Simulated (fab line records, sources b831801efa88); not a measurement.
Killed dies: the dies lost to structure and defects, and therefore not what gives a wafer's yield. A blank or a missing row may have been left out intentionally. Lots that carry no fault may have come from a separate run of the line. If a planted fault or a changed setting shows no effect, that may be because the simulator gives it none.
Which tool was responsible? | flow gf180mcu | route of 602 steps, sampled at 1 step: 12 lots, 36 wafers

WHAT THE GAUGES SHOWED, per wafer
GF_STI_THK_MEAS_30.
lot  | measured    | on            | STI_OXIDATION_02_THK (nm)
L075 | day 2 10:36 | film metro-04 | 9.81 9.80 9.86
L077 | day 3 02:02 | film metro-01 | 10.07 9.86 10.03
L078 | day 3 09:45 | film metro-04 | 9.80 10.07 10.04
L081 | day 3 22:38 | film metro-01 | 10.24 10.34 10.45
L083 | day 4 07:46 | film metro-02 | 10.19 10.36 10.05
L085 | day 4 13:43 | film metro-01 | 9.88 9.94 10.07
L087 | day 5 01:55 | film metro-01 | 9.96 9.94 9.88
L089 | day 5 10:53 | film metro-02 | 10.19 10.04 10.16
L091 | day 5 22:23 | film metro-04 | 10.22 10.05 10.12
L093 | day 6 09:34 | film metro-01 | 10.12 10.16 10.20
L095 | day 6 18:53 | film metro-01 | 10.18 9.93 9.82
L097 | day 7 07:41 | film metro-02 | 9.90 9.94 9.96

WHAT TOOL EACH LOT RAN ON (gives the tool, then ch and the chambers of the sampled wafers, and finally the start)
The record shows no process step preceding these readings.

THE ANSWER, worked out from the rows above alone
Rule: the usual values come from the lots themselves. Put in order of their means at a reading, lots are off if they are a third of the lots or fewer, leave a main group of 4 or more, and stand apart from it by a gap of 3 or more times the standard deviation of the main group's means; of several such gaps the widest counts. The tables above print the reading to a certain number of digits; a main group whose means all agree to those digits is not used. Also off: a lot with no number at a reading for which 4 or more lots have one. Any other lot the step has rows for is counted as sound.
Across all readings shown, no lot is off: no conclusion can be drawn from this.

WHAT THE SIMULATOR HAD INSERTED
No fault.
